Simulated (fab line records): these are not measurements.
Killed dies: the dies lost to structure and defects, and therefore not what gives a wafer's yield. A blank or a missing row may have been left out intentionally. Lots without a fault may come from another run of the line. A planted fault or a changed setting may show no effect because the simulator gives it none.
Chamber matching ; flow gf180mcu ; GF_PASSIVATION_CVD_00 on pecvd-01: 3 sister chambers
The step deposits SiO2 from TEOS, target thk 1000 nm, time 111.95 s. 14 wafers are shown with their chamber, then 7 later ones without.

## WAFERS, EACH WITH ITS CHAMBER
wafer;chamber;heater power w (W)
L872.3;1;654
L872.4;0;856
L872.5;2;601
L873.3;1;711
L873.5;1;573
L873.6;2;614
L877.2;2;711
L877.4;1;555
L877.5;0;843
L879.1;1;669
L879.3;2;752
L879.5;0;899
L882.1;0;891
L882.2;2;630

SIGNATURES (means of the wafers above)
reading;chamber 0;chamber 1;chamber 2;scatter within a chamber
heater power w;872.25;632.40;661.60;58.2
Rule: for a wafer and a chamber, the distance is found by dividing, reading by reading, the gap between the wafer's reading and the chamber's mean by the reading's scatter, squaring, summing and taking the root. If the next closest chamber is less than 2 further off than the closest, the wafer can't be placed; otherwise it belongs to the closest. How the scatter is found: for the shown wafers, subtract from each reading the mean of its chamber, square and add these, divide the total by (wafers less chambers), then take the root.

## WAFERS WITHOUT THEIR CHAMBER
wafer;heater power w (W)
L882.4;653
L884.1;639
L884.2;899
L884.4;607
L885.2;867
L885.3;634
L885.6;702

## THE CHAMBER EACH PASSED THROUGH
wafer;from the rows above;in truth
L882.4;can't be placed: 2 or 1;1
L884.1;can't be placed: 1 or 2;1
L884.2;0;0
L884.4;can't be placed: 1 or 2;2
L885.2;0;0
L885.3;can't be placed: 1 or 2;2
L885.6;can't be placed: 2 or 1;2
2 of 7 placed correctly. Unplaceable from these rows: 5, with the true chamber sitting among the candidates in 5. Wrongly placed: 0.
